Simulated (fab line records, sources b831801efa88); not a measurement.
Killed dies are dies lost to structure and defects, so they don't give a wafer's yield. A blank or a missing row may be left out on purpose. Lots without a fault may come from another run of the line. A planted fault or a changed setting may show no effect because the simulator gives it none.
Problem report in the 8D (eight disciplines) form, filled by code | flow sky130 | the parts of the form that need people (team, actions taken, sign-off) are left out

1. THE PROBLEM
SPACER_CVD_00_THK at SKY_SPACER_THK_MEAS_01 reads a mean of 31.9 nm on 3 wafers of 1 lot; wafers without a fault read 42.9 nm with a standard deviation of 0.38. That is -29 standard deviations from the usual mean.
First seen on wafer L580.2, day 29 08:11, on film_metro-03. The record holds 30 wafers of 10 lots with a number at this step. Rule for "out", or "out of limits": more than 4 standard deviations from the usual mean. The other wafers with a number count as sound.

2. WHAT IT IS AND WHAT IT IS NOT
question                    | is                     | is not
which readings at this step | SPACER_CVD_00_THK      | -
which lots                  | L580                   | L565, L566, L567, L568, L570, L571, L574, L582, L584
which wafers of those lots  | all that have a number | -
read on which gauges        | film_metro-03          | film_metro-01, film_metro-02
when                        | from day 29 08:11      | up to then (21 sound wafers); but 6 sound wafers of L582, L584 came after

3. SUSPECTS, AND WHAT RULES EACH OUT
Counting: a tool at a process step up to the reading stays a suspect if it ran every lot that is out and no sound lot after the first of them.
- the gauge at SKY_SPACER_THK_MEAS_01: ruled out. All the wafers that are out were read on film_metro-03, but those of them that SKY_SPACER_CVD_00 has rows for are out there too, on other tools.
- lpcvd-02 at SKY_SPACER_CVD_00 (deposits Si3N4 from DCS/NH3, target thk 43.1 nm, time 740 s): ruled out as a lasting fault. Sound lots L582, L584 ran on it after its first lot that is out, L580 (day 29 06:22).
Left after counting: nothing in the record.

4. THE CAUSE (what the simulator had put in)
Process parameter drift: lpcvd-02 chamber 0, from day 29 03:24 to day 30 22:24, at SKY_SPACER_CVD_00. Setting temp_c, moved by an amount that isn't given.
Counting ruled it out, wrongly: the rule takes a fault to strike every lot that its tool runs from its start on, and this one did not.

5. THE CHAIN OF EFFECTS, in route order
Each row: a reading whose mean over the struck wafers that have a number lies more than 3 standard deviations from the usual. Only readings for which the record gives a usual standard deviation are gone through. hours: the time from each lot's start at the first step in this table that gives one to its start at this step, as a median over the lots. sigmas: the change in usual standard deviations.
hours | step                   | reading              | usual      | on struck wafers | change | sigmas
0     | SKY_SPACER_CVD_00      | spike_tc_bottom_C    | 787 C      | 767              | -20    | -5.5
0     | SKY_SPACER_CVD_00      | spike_tc_centre_C    | 769.9 C    | 756.4            | -13.5  | -11
0     | SKY_SPACER_CVD_00      | spike_tc_lower_C     | 770.4 C    | 754.5            | -15.9  | -13
0     | SKY_SPACER_CVD_00      | spike_tc_top_C       | 782.3 C    | 767.0            | -15.3  | -14
0     | SKY_SPACER_CVD_00      | spike_tc_upper_C     | 771.7 C    | 754.9            | -16.8  | -11
0     | SKY_SPACER_CVD_00      | susceptor_temp_C     | 770.03 C   | 755.30           | -14.73 | -55
0     | SKY_SPACER_CVD_00      | zone_power_lower_pct | 14.20 %    | 13.59            | -0.61  | -3.2
0     | SKY_SPACER_CVD_00      | zone_power_upper_pct | 11.85 %    | 11.36            | -0.49  | -3.5
2     | SKY_SPACER_THK_MEAS_01 | SPACER_CVD_00_THK    | 42.9 nm    | 31.9             | -11.0  | -29
13    | SKY_SPACER_ETCHBACK_02 | oes_product_au       | 0.853 a.u. | 0.736            | -0.117 | -19
The process steps in it:
- SKY_SPACER_CVD_00: deposits Si3N4 from DCS/NH3, target thk 43.1 nm, time 740 s.
- SKY_SPACER_ETCHBACK_02: etches Si3N4 in CH3F/O2, stops on SiO2, time 46.7 s, target depth 45 nm.
Later measuring or inspecting steps at which every struck wafer that the step has a row for has a number for every such reading, and none has moved that far: SKY_METAL1_CD_MEAS_15.

6. WHAT WOULD HAVE CAUGHT IT SOONER
In this record the first reading out of limits at a measuring or inspecting step was taken at day 29 08:11, 5 hours after the fault began at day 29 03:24.
The tool's own readings at SKY_SPACER_CVD_00 were out on every struck wafer that the step has a row for (spike_tc_bottom_C, spike_tc_centre_C, spike_tc_lower_C, spike_tc_top_C, spike_tc_upper_C, susceptor_temp_C): an alarm limit on them would have fired on the first of those.
